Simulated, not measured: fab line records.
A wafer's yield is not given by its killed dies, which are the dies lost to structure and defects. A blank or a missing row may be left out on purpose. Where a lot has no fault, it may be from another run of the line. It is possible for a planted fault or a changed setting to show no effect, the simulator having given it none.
Tool commonality check :: flow sky130 :: Lots sampled 12, wafers sampled 36

== REASON IT WAS OPENED ==
At SKY_SD_N_OVL_MEAS_08 the reading SD_N_OVL is flagged on 4 of 12 lots. Fault-free wafers read 1.1 nm, with a standard deviation of 1.6.
Rule: a lot gets a flag if all its wafers with a number sit over 4 standard deviations from that mean, or if no wafer of it has a number. As for the other lots, they are considered sound.

lot: L616
measured: day 28 20:51
on: overlay-02
SD_N_OVL (nm), wafer by wafer: -2.5 -0.2 -1.0
flag: 

lot: L618
measured: day 29 12:34
on: overlay-01
SD_N_OVL (nm), wafer by wafer: 1.5 1.3 1.4
flag: 

lot: L619
measured: day 29 12:59
on: overlay-01
SD_N_OVL (nm), wafer by wafer: 0.8 -0.8 -0.1
flag: 

lot: L620
measured: day 30 10:00
on: overlay-02
SD_N_OVL (nm), wafer by wafer: -1.2 -0.8 -0.9
flag: 

lot: L621
measured: day 31 04:20
on: overlay-02
SD_N_OVL (nm), wafer by wafer: 1.8 4.1 0.2
flag: 

lot: L623
measured: day 31 06:00
on: overlay-01
SD_N_OVL (nm), wafer by wafer: -101.6 -101.6 -102.5
flag: FLAGGED

lot: L624
measured: day 31 15:37
on: overlay-02
SD_N_OVL (nm), wafer by wafer: -100.7 -100.7 -100.8
flag: FLAGGED

lot: L625
measured: day 31 23:55
on: overlay-02
SD_N_OVL (nm), wafer by wafer: -103.0 -100.5 -104.4
flag: FLAGGED

lot: L626
measured: day 32 06:16
on: overlay-02
SD_N_OVL (nm), wafer by wafer: -100.1 -100.1 -102.2
flag: FLAGGED

lot: L634
measured: day 34 10:11
on: overlay-01
SD_N_OVL (nm), wafer by wafer: 4.1 3.5 2.0
flag: 

lot: L636
measured: day 34 22:59
on: overlay-02
SD_N_OVL (nm), wafer by wafer: 0.8 -1.1 -3.6
flag: 

lot: L638
measured: day 35 08:23
on: overlay-02
SD_N_OVL (nm), wafer by wafer: 0.4 1.9 -0.2
flag: 
The mean of the flagged lots' numbers is -101.5 nm, -102.6 nm from the usual (-64 standard deviations).

== WHICH TOOL RAN EACH LOT ==
The record holds 1 process step before the reading, out of a route of 708 steps. Read each cell as the tool, then ch plus the chambers that the sampled wafers visited, then the start.
lot: L616
flag: 
SKY_SD_N_EXPOSE_04: iline_stepper-01 ch 0, day 28 05:43

lot: L618
flag: 
SKY_SD_N_EXPOSE_04: iline_stepper-02 ch 0, day 28 23:47

lot: L619
flag: 
SKY_SD_N_EXPOSE_04: iline_stepper-02 ch 0, day 29 00:21

lot: L620
flag: 
SKY_SD_N_EXPOSE_04: iline_stepper-01 ch 0, day 29 19:10

lot: L621
flag: 
SKY_SD_N_EXPOSE_04: iline_stepper-01 ch 0, day 30 15:20

lot: L623
flag: FLAGGED
SKY_SD_N_EXPOSE_04: iline_stepper-02 ch 0, day 30 16:54

lot: L624
flag: FLAGGED
SKY_SD_N_EXPOSE_04: iline_stepper-02 ch 0, day 31 01:32

lot: L625
flag: FLAGGED
SKY_SD_N_EXPOSE_04: iline_stepper-02 ch 0, day 31 11:20

lot: L626
flag: FLAGGED
SKY_SD_N_EXPOSE_04: iline_stepper-02 ch 0, day 31 17:02

lot: L634
flag: 
SKY_SD_N_EXPOSE_04: iline_stepper-01 ch 0, day 33 21:21

lot: L636
flag: 
SKY_SD_N_EXPOSE_04: iline_stepper-01 ch 0, day 34 10:17

lot: L638
flag: 
SKY_SD_N_EXPOSE_04: iline_stepper-01 ch 0, day 34 18:50
What these steps do:
- SKY_SD_N_EXPOSE_04: exposes mask NSDM, target cd 380 nm.
- SKY_SD_N_OVL_MEAS_08

== FLAGGED OVER TOTAL, TOOL BY TOOL (the gauges that took the reading come last) ==
step: SKY_SD_N_EXPOSE_04
tool: iline_stepper-01
lots run: 6
flagged: 0
share of the flagged lots: none
sound lots run after its first flagged lot: -

step: SKY_SD_N_EXPOSE_04
tool: iline_stepper-02
lots run: 6
flagged: 4
share of the flagged lots: all
sound lots run after its first flagged lot: 0

step: SKY_SD_N_OVL_MEAS_08
tool: overlay-01
lots run: 4
flagged: 1
share of the flagged lots: some
sound lots run after its first flagged lot: 1 (L634)

step: SKY_SD_N_OVL_MEAS_08
tool: overlay-02
lots run: 8
flagged: 3
share of the flagged lots: some
sound lots run after its first flagged lot: 2 (L636,L638)

== THE TABLE: WHAT IT ALLOWS ==
Rows of the table that ran each flagged lot: 1, that is iline_stepper-02 at SKY_SD_N_EXPOSE_04.
- iline_stepper-02 at SKY_SD_N_EXPOSE_04: 4 of its 6 lots flagged. It ran its last sound lot, L619, at day 29 00:21 and its first flagged lot, L623, at day 30 16:54: a fault with its onset between the two fits.
Just one tool remains: iline_stepper-02 at SKY_SD_N_EXPOSE_04.

== WHAT THE SIMULATOR HAD INSERTED ==
Scanner matching overlay: iline_stepper-02, from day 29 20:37 on, at SKY_SD_N_EXPOSE_04. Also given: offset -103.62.
Shown lots that were struck: L623, L624, L625, L626. The rule above found the same.
